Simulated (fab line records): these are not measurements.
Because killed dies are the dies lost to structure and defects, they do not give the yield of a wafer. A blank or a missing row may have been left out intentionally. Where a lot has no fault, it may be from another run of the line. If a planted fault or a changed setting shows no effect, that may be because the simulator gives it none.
Matching of chambers	flow gf180mcu	3 sister chambers for GF_V5_CVD_02 on pecvd-04
The step deposits SiO2 from TEOS, target thk 1450 nm, time 163.28 s. 6 wafers are shown with their chamber, then 7 later ones without.

## WAFERS PAIRED WITH THEIR CHAMBERS
wafer	chamber	heater-power-w (W)
L085.6	2	501
L086.1	1	696
L086.5	2	498
L086.6	0	728
L087.1	0	723
L087.5	1	700

## WAFERS WITH NO CHAMBER GIVEN
wafer	heater-power-w (W)
L087.6	502
L091.1	646
L091.2	681
L091.3	642
L091.4	561
L091.5	708
L091.6	505

## WHICH CHAMBER EACH WENT THROUGH
wafer	from the rows above	in truth
L087.6	2	2
L091.1	1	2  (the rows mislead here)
L091.2	1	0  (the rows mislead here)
L091.3	1	1
L091.4	2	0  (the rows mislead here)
L091.5	1	1
L091.6	2	2
Correct placement for 4 of the 7. Can't be placed from these rows: 0. Placed wrongly: 3.
How it was worked out, from the rows above alone: a wafer's distance from a chamber is the root of the sum, over the readings, of the square of ((its reading less the chamber's mean) divided by the reading's scatter). If the next closest chamber is less than 2 further off than the closest, the wafer can't be placed; otherwise it belongs to the closest. For every chamber, the mean is computed from those of its wafers that are shown. The scatter is the square root of a quotient: the sum, over the shown wafers, of each reading's squared deviation from its chamber's mean, divided by wafers minus chambers.
